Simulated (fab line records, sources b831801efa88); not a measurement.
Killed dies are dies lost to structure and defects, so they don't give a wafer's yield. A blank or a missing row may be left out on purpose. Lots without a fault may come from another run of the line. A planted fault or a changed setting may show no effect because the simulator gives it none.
fab line records | flow sky130
record lots=6 wafers=18 last_day=49
route steps=708 shown POLY_GATE@235 LDD_N@237 PAD_OPEN@708
lots that met no fault: from a run of the same line without faults
start_h: hours from the record's first day to the start of the lot's first wafer shown | wait_h: hours since the lot's step before | " the same as in the row above | L1.1+2: a row that stands for several wafers | - no value, or no start given | * or withheld: withheld | < > ~ a bound
route shown NAME@n: a module of which the file shows steps, and the number in the route of the first | usual: mean/standard deviation of fault-free wafers | same: alike in all rows | chamber/n: place in a boat | sites: the reading at each site | _std_site: their standard deviation | _edge_site: outer sites' mean less inner sites' | radius_mm: how far each site lies from the wafer's centre | mask NAME#n: copy n | behind: the tool/chamber that last shaped the wafer | hold: why the lot was held/for how many hours/how that ended | device: the transistor (n, p or np) that didn't switch | end of line: the same wafers' tests at the end of the route | a step without rows: its recipe alone | killed: dies lost to structure and defects at the first sort, not the wafer's yield | map: a wafer's dies, x killed, . not, _ none there
set.NAME: the setting as run; set.NAME@STEP: as run at that earlier step | model.NAME: the simulator's own value behind a step, which no gauge read
lots at some steps of the route; a table a step, a row a wafer
services: from which hour (start_h, from the record's first day; less than 0 if before it) a tool's chamber was out of use, for how many hours, and why
## steps
# step SKY_POLY_GATE_THK_MEAS_21
# recipe reads=SiO2_of_POLY_GATE_OXIDATION_20
# usual POLY_GATE_OXIDATION_THK=4.02/0.072
# columns lot.wafer tool chamber start_h wait_h POLY_GATE_OXIDATION_THK[nm]
L260.3 film_metro-03 - 387.66 0.0 4.00
L260.5 " - " " 4.03
L260.6 " - " " 3.96
L267.3 film_metro-01 - 447.02 0.0 3.96
L267.5 " - " " 4.00
L267.6 " - " " 3.96
L269.1 film_metro-01 - 464.83 0.0 3.93
L269.3 " - " " 4.04
L269.6 " - " " 3.97
L275.1 film_metro-01 - 519.37 0.0 4.15
L275.3 " - " " 4.03
L275.5 " - " " 4.06
L278.1 film_metro-03 - 550.87 0.0 4.03
L278.2 " - " " 3.98
L278.3 " - " " 4.08
L279.1 film_metro-04 - 552.31 0.0 3.95
L279.2 " - " " 3.91
L279.4 " - " " 3.87
# step SKY_POLY_GATE_CD_MEAS_22
# usual cd_nm=149.5/2.2
# columns lot.wafer tool chamber start_h wait_h cd_nm
L260.3 cd_sem-01 - 387.84 0.2 145.7
L260.5 " - " " 147.3
L260.6 " - " " 146.7
L267.3 cd_sem-01 - 447.12 0.1 148.5
L267.5 " - " " 151.8
L267.6 " - " " 149.5
L269.1 cd_sem-01 - 464.89 0.1 150.0
L269.3 " - " " 148.4
L269.6 " - " " 148.9
L275.1 cd_sem-01 - 519.43 0.1 149.2
L275.3 " - " " 149.1
L275.5 " - " " 148.9
L278.1 cd_sem-02 - 550.93 0.1 147.5
L278.2 " - " " 149.2
L278.3 " - " " 145.7
L279.1 cd_sem-02 - 552.37 0.1 150.4
L279.2 " - " " 151.7
L279.4 " - " " 152.9
# step SKY_LDD_N_DEHYDRATE_00
# recipe temp_c=200 time_s=60
# step SKY_LDD_N_HMDS_01
# recipe prime_time_s=60 prime_temp_c=120
# step SKY_LDD_N_COAT_02
# recipe resist=NOVOLAK spin_rpm=3000 resist_thk_nm=300
# step SKY_LDD_N_SOFTBAKE_03
# recipe temp_c=90 time_s=60 resist=NOVOLAK
# step SKY_LDD_N_EXPOSE_04
# recipe mask_id=NTM target_cd_nm=840 na=0.6 source_shape=conventional sigma_outer=0.6 dose_mj=110
# step SKY_LDD_N_PEB_05
# recipe temp_c=withheld time_s=* resist=NOVOLAK
# step SKY_LDD_N_DEVELOP_06
# recipe develop_time_s=60 dev_temp_c=23
# step SKY_LDD_N_OVL_MEAS_07
# usual LDD_N_OVL=-0.9/1.4
# columns lot.wafer tool chamber start_h wait_h LDD_N_OVL[nm]
L260.3 overlay-01 - 417.01 0.1 -1.8
L260.5 " - " " -1.4
L260.6 " - " " 1.3
L267.3 overlay-01 - 477.20 0.1 1.0
L267.5 " - " " 0.4
L267.6 " - " " 0.0
L269.1 overlay-01 - 495.41 0.1 0.0
L269.3 " - " " -1.5
L269.6 " - " " 1.7
L275.1 overlay-01 - 549.30 0.1 -0.5
L275.3 " - " " -0.3
L275.5 " - " " -0.9
L278.1 overlay-01 - 580.74 0.1 -0.3
L278.2 " - " " -4.5
L278.3 " - " " -3.6
L279.1 overlay-02 - 581.51 0.1 -2.1
L279.2 " - " " -2.0
L279.4 " - " " 0.3
# step SKY_LDD_N_IMPLANT_08
# recipe species=As energy_kev=20 dose_cm2=7.5e+13 tilt_deg=withheld rotation_deg=23
# step SKY_LDD_N_IMPLANT_09
# recipe species=As energy_kev=20 dose_cm2=7.5e+13 tilt_deg=withheld rotation_deg=113
# step SKY_LDD_N_IMPLANT_10
# recipe species=As energy_kev=20 dose_cm2=7.5e+13 tilt_deg=withheld rotation_deg=203
# usual beam_energy_keV=20.000/0.0061 beam_on_s=9.99/0.19
# columns lot.wafer tool chamber start_h wait_h beam_energy_keV beam_on_s model.implant.rp_nm model.implant.drp_nm
L260.3 implanter-02 0 417.39 0.1 19.994 9.79 15.72 7.212
L260.5 " 0 " " 19.998 10.44 15.72 7.212
L260.6 " 0 " " 19.999 9.99 15.72 7.212
L267.3 implanter-01 0 477.57 0.1 17.008 10.17 13.92 6.458
L267.5 " 0 " " 17.009 9.85 13.92 6.458
L267.6 " 0 " " 17.013 9.80 13.92 6.458
L269.1 implanter-01 0 495.75 0.1 17.020 9.62 13.97 6.458
L269.3 " 0 " " 17.018 10.16 13.97 6.458
L269.6 " 0 " " 17.008 9.79 13.97 6.458
L275.1 implanter-03 0 549.64 0.1 19.999 10.22 15.52 7.212
L275.3 " 0 " " 20.009 9.72 15.52 7.212
L275.5 " 0 " " 20.005 9.63 15.52 7.212
L278.1 implanter-01 0 581.07 0.1 19.992 9.82 15.45 7.212
L278.2 " 0 " " 19.992 10.25 15.45 7.212
L278.3 " 0 " " 19.998 9.89 15.45 7.212
L279.1 implanter-03 0 581.85 0.1 20.016 9.75 15.64 7.212
L279.2 " 0 " " 19.999 10.11 15.64 7.212
L279.4 " 0 " " 20.008 9.93 15.64 7.212
# step SKY_LDD_N_IMPLANT_11
# recipe species=As energy_kev=20 dose_cm2=7.5e+13 tilt_deg=withheld rotation_deg=293
# step SKY_PAD_OPEN_PROBE_99
# usual killed_at_M0_to_M3=43/6.8 killed_at_M4_up=3.2/1.8 killed_at_contacts=24/5.2 killed_at_front_end=15/4.2 killed_at_other=0.4/0.62 killed_dies=85/8.7 killed_open=46/6.7 killed_short=39/5.9
# same gross_dies=492 killed_at_back_side=0
# columns lot.wafer tool chamber start_h wait_h killed_at_M0_to_M3 killed_at_M4_up killed_at_contacts killed_at_front_end killed_at_other killed_dies killed_open killed_short model.etest.tip_n.rs_ohm_sq
L260.3 prober-01 - 1082.37 0.2 41 1 31 15 0 88 50 38 441.2
L260.5 prober-01 - 1082.47 0.2 46 3 17 21 0 87 48 39 441.8
L260.6 prober-01 - 1082.52 0.2 33 2 20 10 0 65 34 30 439.3
L267.3 prober-01 - 1124.96 0.2 33 2 24 10 0 69 35 34 452.3
L267.5 prober-01 - 1125.06 0.2 34 5 23 16 0 78 46 32 457.1
L267.6 prober-01 - 1125.11 0.2 45 5 28 4 0 82 53 29 454.8
L269.1 prober-01 - 1136.56 0.1 48 5 26 16 0 95 46 48 449.7
L269.3 prober-01 - 1136.66 0.2 35 6 24 17 0 82 45 36 444.6
L269.6 prober-01 - 1136.81 0.2 43 2 30 9 0 84 50 33 447.2
L275.1 prober-01 - 1166.31 0.1 34 3 19 14 0 70 32 38 444
L275.3 prober-01 - 1166.41 0.2 47 2 35 15 0 99 55 44 440.3
L275.5 prober-01 - 1166.51 0.2 46 1 22 14 1 84 53 30 444.4
L278.1 prober-02 - 1183.85 0.1 60 4 20 10 0 94 54 40 443.7
L278.2 prober-02 - 1183.90 0.1 51 4 28 16 0 99 56 43 448.1
L278.3 prober-02 - 1183.95 0.2 40 6 26 15 0 87 49 37 445.4
L279.1 prober-01 - 1187.36 0.1 35 3 21 17 0 76 44 32 433.4
L279.2 prober-01 - 1187.41 0.1 46 4 23 9 0 82 45 37 436.9
L279.4 prober-01 - 1187.51 0.2 56 3 23 14 0 96 46 49 435.2
# killed by level:class
L260.3 CONTACT:geometric_particle:open=16 VIA1:geometric_particle:open=7 METAL1:geometric_particle:short=6 METAL2:geometric_particle:short=6 VIA3:geometric_particle:open=6 POLY_GATE:geometric_particle:short=5 POLY_GATE:geometric_particle:open=5 VIA2:geometric_particle:open=5
L260.5 VIA3:geometric_particle:open=11 VIA2:geometric_particle:open=9 CONTACT:geometric_particle:open=9 FIELD_ISO:geometric_particle:short=7 VIA1:geometric_particle:short=7 VIA1:geometric_particle:open=6 POLY_GATE:geometric_particle:short=5 METAL1:geometric_particle:short=4
L260.6 VIA1:geometric_particle:open=8 METAL1:geometric_particle:short=6 FIELD_ISO:geometric_particle:open=5 CONTACT:geometric_particle:open=5 VIA3:geometric_particle:open=5 LI_CONTACT:geometric_particle:open=4 LOCAL_INTERCONNECT:geometric_particle:short=4 METAL2:geometric_particle:short=4
L267.3 LOCAL_INTERCONNECT:geometric_particle:short=8 VIA1:geometric_particle:open=6 LI_CONTACT:geometric_particle:open=6 METAL1:geometric_particle:short=6 VIA3:geometric_particle:open=6 CONTACT:geometric_particle:open=5 METAL2:geometric_particle:short=4 FIELD_ISO:geometric_particle:short=3
L267.5 LI_CONTACT:geometric_particle:open=9 FIELD_ISO:geometric_particle:open=7 VIA1:geometric_particle:open=7 VIA2:geometric_particle:open=7 CONTACT:geometric_particle:open=4 METAL1:geometric_particle:short=4 VIA1:geometric_particle:short=4 CONTACT:geometric_particle:short=3
L267.6 VIA1:geometric_particle:open=17 CONTACT:geometric_particle:open=14 METAL1:geometric_particle:short=8 VIA2:geometric_particle:open=7 LI_CONTACT:geometric_particle:open=5 LOCAL_INTERCONNECT:geometric_particle:short=4 VIA1:geometric_particle:short=4 METAL4:geometric_particle:short=4
L269.1 LI_CONTACT:geometric_particle:open=9 CONTACT:geometric_particle:open=9 VIA1:geometric_particle:open=8 VIA3:geometric_particle:short=8 METAL2:geometric_particle:short=6 METAL1:geometric_particle:short=5 VIA1:geometric_particle:short=5 FIELD_ISO:geometric_particle:short=4
L269.3 CONTACT:geometric_particle:open=10 VIA2:geometric_particle:open=9 METAL1:geometric_particle:short=6 VIA1:geometric_particle:open=6 VIA3:geometric_particle:open=5 FIELD_ISO:geometric_particle:open=4 POLY_GATE:geometric_particle:open=4 LI_CONTACT:geometric_particle:open=4
L269.6 VIA1:geometric_particle:open=13 LI_CONTACT:geometric_particle:open=9 CONTACT:geometric_particle:open=8 LOCAL_INTERCONNECT:geometric_particle:short=6 CONTACT:geometric_particle:short=6 METAL1:geometric_particle:short=6 VIA3:geometric_particle:open=6 VIA2:geometric_particle:open=5
L275.1 LI_CONTACT:geometric_particle:open=7 VIA2:geometric_particle:open=6 SPACER:geometric_particle:short=5 CONTACT:geometric_particle:short=5 METAL1:geometric_particle:short=5 VIA1:geometric_particle:short=5 POLY_GATE:geometric_particle:short=4 CONTACT:geometric_particle:open=4
L275.3 CONTACT:geometric_particle:open=13 VIA1:geometric_particle:open=12 CONTACT:geometric_particle:short=9 VIA3:geometric_particle:open=8 METAL2:geometric_particle:short=7 LI_CONTACT:geometric_particle:open=6 METAL1:geometric_particle:short=6 VIA2:geometric_particle:open=6
L275.5 VIA1:geometric_particle:open=13 CONTACT:geometric_particle:open=9 VIA2:geometric_particle:open=8 VIA3:geometric_particle:open=7 FIELD_ISO:geometric_particle:short=6 CONTACT:geometric_particle:short=5 LI_CONTACT:geometric_particle:open=4 FIELD_ISO:geometric_particle:open=3
L278.1 VIA1:geometric_particle:open=14 METAL1:geometric_particle:short=10 CONTACT:geometric_particle:open=9 VIA3:geometric_particle:open=8 LI_CONTACT:geometric_particle:open=5 VIA1:geometric_particle:short=5 METAL2:geometric_particle:short=5 VIA2:geometric_particle:open=4
L278.2 VIA1:geometric_particle:open=13 CONTACT:geometric_particle:open=11 METAL2:geometric_particle:short=8 LI_CONTACT:geometric_particle:open=7 METAL3:geometric_particle:short=7 VIA3:geometric_particle:open=5 CONTACT:geometric_particle:short=5 VIA2:geometric_particle:open=5
L278.3 CONTACT:geometric_particle:open=13 VIA1:geometric_particle:open=7 VIA2:geometric_particle:open=6 METAL4:geometric_particle:short=6 LOCAL_INTERCONNECT:geometric_particle:short=5 METAL2:geometric_particle:short=5 VIA3:geometric_particle:open=5 FIELD_ISO:geometric_particle:short=4
L279.1 LI_CONTACT:geometric_particle:open=7 VIA1:geometric_particle:open=7 CONTACT:geometric_particle:open=6 FIELD_ISO:geometric_particle:short=5 POLY_GATE:geometric_particle:open=4 METAL1:geometric_particle:short=4 METAL2:geometric_particle:short=4 VIA2:geometric_particle:short=4
L279.2 VIA3:geometric_particle:open=12 VIA1:geometric_particle:open=10 METAL2:geometric_particle:short=7 LOCAL_INTERCONNECT:geometric_particle:short=6 FIELD_ISO:geometric_particle:short=5 LI_CONTACT:geometric_particle:open=5 CONTACT:geometric_particle:open=5 VIA1:geometric_particle:short=5
L279.4 VIA1:geometric_particle:open=11 VIA1:geometric_particle:short=8 LI_CONTACT:geometric_particle:open=7 VIA3:geometric_particle:short=7 CONTACT:geometric_particle:open=6 VIA2:geometric_particle:open=6 METAL2:geometric_particle:short=6 VIA3:geometric_particle:open=6
## services
# columns tool chamber start_h hours kind
implanter-02 - 409.17 4.1 repair
implanter-03 - 437.06 1.8 pm
implanter-03 - 449.85 2.4 repair
implanter-02 - 503.53 3.3 repair
implanter-01 - 527.61 5.5 repair
## key
first_sign step=SKY_LDD_N_IMPLANT_10 reading=beam_energy_keV direction=down sigmas=99+ usual=* struck=*
effect none on later readings
model_effect step=SKY_LDD_N_IMPLANT_10 value=implant.rp_nm without=15.66 struck=13.95
model_effect step=SKY_PAD_OPEN_PROBE_99 value=etest.tip_n.rs_ohm_sq without=442.2 struck=451
met_at SKY_LDD_N_IMPLANT_10
struck_wafers L267.3,L267.5,L267.6,L269.1,L269.3,L269.6
tester_left_out L267,L269
fault kind=process_parameter_drift tool=implanter-01 chamber=- onset_h=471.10 steps=SKY_LDD_N_IMPLANT_10 channel=energy_kev offset=* shape=step end_h=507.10 acts_in=* stated=*
# tester_left_out: of these lots the tester's yield and bins aren't shown, on N5 and GAA mostly nor the transistor test; their killed dies are dies lost to structure and defects alone, not to doping, threshold or leakage, so they don't give the yield
